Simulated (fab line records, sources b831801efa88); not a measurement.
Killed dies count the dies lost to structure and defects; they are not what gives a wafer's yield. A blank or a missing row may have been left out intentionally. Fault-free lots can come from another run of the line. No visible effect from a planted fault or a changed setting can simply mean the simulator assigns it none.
A struck lot beside a sound one | flow gf180mcu | 21 out of 602 route steps
Sound: the wafers L973.3, L973.5, L973.6. The struck wafers were L985.2, L985.5, L985.6. The cause comes at the end.
At each step with rows: each side's tool, then ch and its chambers, then its first start. Under that, the readings that differ: sound wafers | struck wafers | difference of the means | sigmas: that difference in standard deviations of wafers without a fault.
alike: readings with means less than 2 such deviations apart, plus words and numbers identical on both sides. not compared: withheld readings, readings lacking a value on some wafer, bounds such as >300 that could conceal the same value, and numbers that have no deviation in the record and whose values overlap.
A row with sigmas, a row that says differs or no value, or rows on one side alone: a step with any of these is where the two part. Numbers that don't overlap but have no deviation are shown without sigmas and don't part them. A reading missing from all wafers of one side parts the sides only when that side holds two or more wafers.

first, 3 steps without rows for these wafers: GF_MVPSD_EXPOSE_04 (exposes mask MVPSD, target cd 1000 nm); GF_MVPSD_PEB_05; GF_MVPSD_DEVELOP_06 (develop time 60 s).
GF_MVPSD_OVL_MEAS_07:
  sound: overlay-02 at day 5 06:04; struck: overlay-01 at day 8 07:23
reading        | sound          | struck      | difference | sigmas
MVPSD_OVL (nm) | -1.9 -1.8 -2.1 | 1.6 0.5 0.5 | +2.8       | +2
then, 2 steps without rows for these wafers: GF_MVPSD_IMPLANT_08; GF_MVPSD_IMPLANT_09.
GF_MVPSD_STRIP_10: strips in O2/N2.
  sound on plasmaAsher-01 ch 0,1, day 5 06:26; struck on plasmaAsher-04 ch 0,1, day 8 07:43
reading                  | sound             | struck            | difference | sigmas
stripTimeToEndpointS (s) | 37.03 37.09 37.30 | 36.93 36.94 36.88 | -0.22      | -2
  alike: drypumpMotorCurrentA, heaterPowerW, oesProductAu
  not compared: rfHoursCounterH
GF_MVPSD_TW_MEAS_11:
  sound: filmMetro-03 at day 5 06:31; struck: filmMetro-03 at day 8 07:51
  alike: MVPSD_TW
then, 4 steps without rows for these wafers: GF_VT_IMPLANT_DEHYDRATE_00 (time 60 s); GF_VT_IMPLANT_HMDS_01 (prime time 60 s); GF_VT_IMPLANT_COAT_02 (resist thk 1000 nm); GF_VT_IMPLANT_SOFTBAKE_03 (time 60 s).
GF_VT_IMPLANT_EXPOSE_04: exposes mask LVPWELL LV AREA, target cd 600 nm.
  sound on ilineStepper-02 ch 0, day 5 13:46; struck on ilineStepper-01 ch 0, day 8 16:05
reading | sound                                                 | struck                                          | difference | sigmas
mask    | LVPWELL_LV_AREA#0 LVPWELL_LV_AREA#0 LVPWELL_LV_AREA#0 | Nwell_LV_AREA#0 Nwell_LV_AREA#0 Nwell_LV_AREA#0 | differs    | 
then, 2 steps without rows for these wafers: GF_VT_IMPLANT_PEB_05; GF_VT_IMPLANT_DEVELOP_06 (develop time 60 s).
GF_VT_IMPLANT_OVL_MEAS_07:
  sound: overlay-02 at day 5 21:05; struck: overlay-02 at day 9 00:16
reading             | sound          | struck | difference                    | sigmas
VT_IMPLANT_OVL (nm) | -3.2 -0.1 -1.9 | - - -  | no value on the struck wafers | 
after that, 1 step had no rows for these wafers: GF_VT_IMPLANT_IMPLANT_08.
GF_VT_IMPLANT_STRIP_09: strips in O2/N2.
  sound on plasmaAsher-03 ch 0,1, day 5 21:17; struck on plasmaAsher-03 ch 0,1, day 9 00:27
  alike: drypumpMotorCurrentA, heaterPowerW, oesProductAu, stripTimeToEndpointS
  not compared: rfHoursCounterH
GF_VT_IMPLANT_TW_MEAS_10:
  sound: filmMetro-02 at day 5 21:22; struck: filmMetro-03 at day 9 00:34
reading       | sound       | struck   | difference | sigmas
VT_IMPLANT_TW | 555 555 557 | 30 30 30 | -526       | -88
then, 1 step without rows for these wafers: GF_VT_IMPLANT_DEHYDRATE_11 (time 60 s).
-- here the record skips 24 days between the struck wafers' starts before and after, leaving off in module VT_IMPLANT and picking up in module PASSIVATION (first step shown: number 602 of the route) --
GF_PASSIVATION_PROBE_99:
  rows exist in the record for the struck wafers here (prober-02, day 32 20:32), but not for the sound ones

WHERE THEY PART
Last at GF_PASSIVATION_PROBE_99 as far as this record goes, first at GF_MVPSD_OVL_MEAS_07.

WHY: whatever the simulator had introduced
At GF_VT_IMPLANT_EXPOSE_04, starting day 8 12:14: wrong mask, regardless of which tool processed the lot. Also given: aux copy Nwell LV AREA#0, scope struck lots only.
